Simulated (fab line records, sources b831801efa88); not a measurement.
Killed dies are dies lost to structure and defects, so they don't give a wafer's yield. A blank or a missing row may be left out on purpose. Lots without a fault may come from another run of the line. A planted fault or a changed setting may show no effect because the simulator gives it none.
Which tool did it? | flow sky130 | 7 lots, 21 wafers sampled, at 2 steps of a route of 708

WHAT THE GAUGES READ, wafer by wafer
SKY_LDD_P_CD_MEAS_07: target cd 380 nm.
lot  | measured     | on        | cd_nm (nm)
L923 | day 19 11:04 | cd_sem-01 | 376.9 377.9 378.2
L925 | day 19 22:31 | cd_sem-01 | 377.5 377.8 377.5
L927 | day 20 18:00 | cd_sem-01 | 263.5 261.3 265.4
L929 | day 22 02:54 | cd_sem-01 | 292.1 293.4 292.8
L931 | day 22 04:30 | cd_sem-01 | 291.6 292.6 293.5
L937 | day 24 08:20 | cd_sem-01 | 381.6 384.7 385.0
L942 | day 26 03:31 | cd_sem-01 | 380.7 378.2 379.5

WHICH TOOL RAN EACH LOT (tool, then ch and the chambers of the sampled wafers, then the start)
lot  | SKY_LDD_P_EXPOSE_04
L923 | iline_stepper-02 ch 0, day 18 19:34
L925 | iline_stepper-02 ch 0, day 19 06:58
L927 | iline_stepper-02 ch 0, day 20 02:28
L929 | iline_stepper-02 ch 0, day 21 11:21
L931 | iline_stepper-02 ch 0, day 21 13:31
L937 | iline_stepper-01 ch 0, day 23 17:34
L942 | iline_stepper-01 ch 0, day 25 12:55
- SKY_LDD_P_EXPOSE_04: exposes mask PSDM, target cd 380 nm.

THE ANSWER, worked out from the rows above alone
Rule: what is usual is taken from the lots themselves. Put in order of their means at a reading, lots are off if they are a third of the lots or fewer, leave a main group of 4 or more, and stand apart from it by a gap of 3 or more times the standard deviation of the main group's means; of several such gaps the widest counts. A main group whose means are all the same, to the digits that the tables above print for the reading, isn't used. A lot without any number at a reading at which 4 lots or more have one is off too. The other lots that the step has rows for count as sound.
No lot is off at any reading shown: from this, nothing can be told.

WHAT THE SIMULATOR HAD PUT IN
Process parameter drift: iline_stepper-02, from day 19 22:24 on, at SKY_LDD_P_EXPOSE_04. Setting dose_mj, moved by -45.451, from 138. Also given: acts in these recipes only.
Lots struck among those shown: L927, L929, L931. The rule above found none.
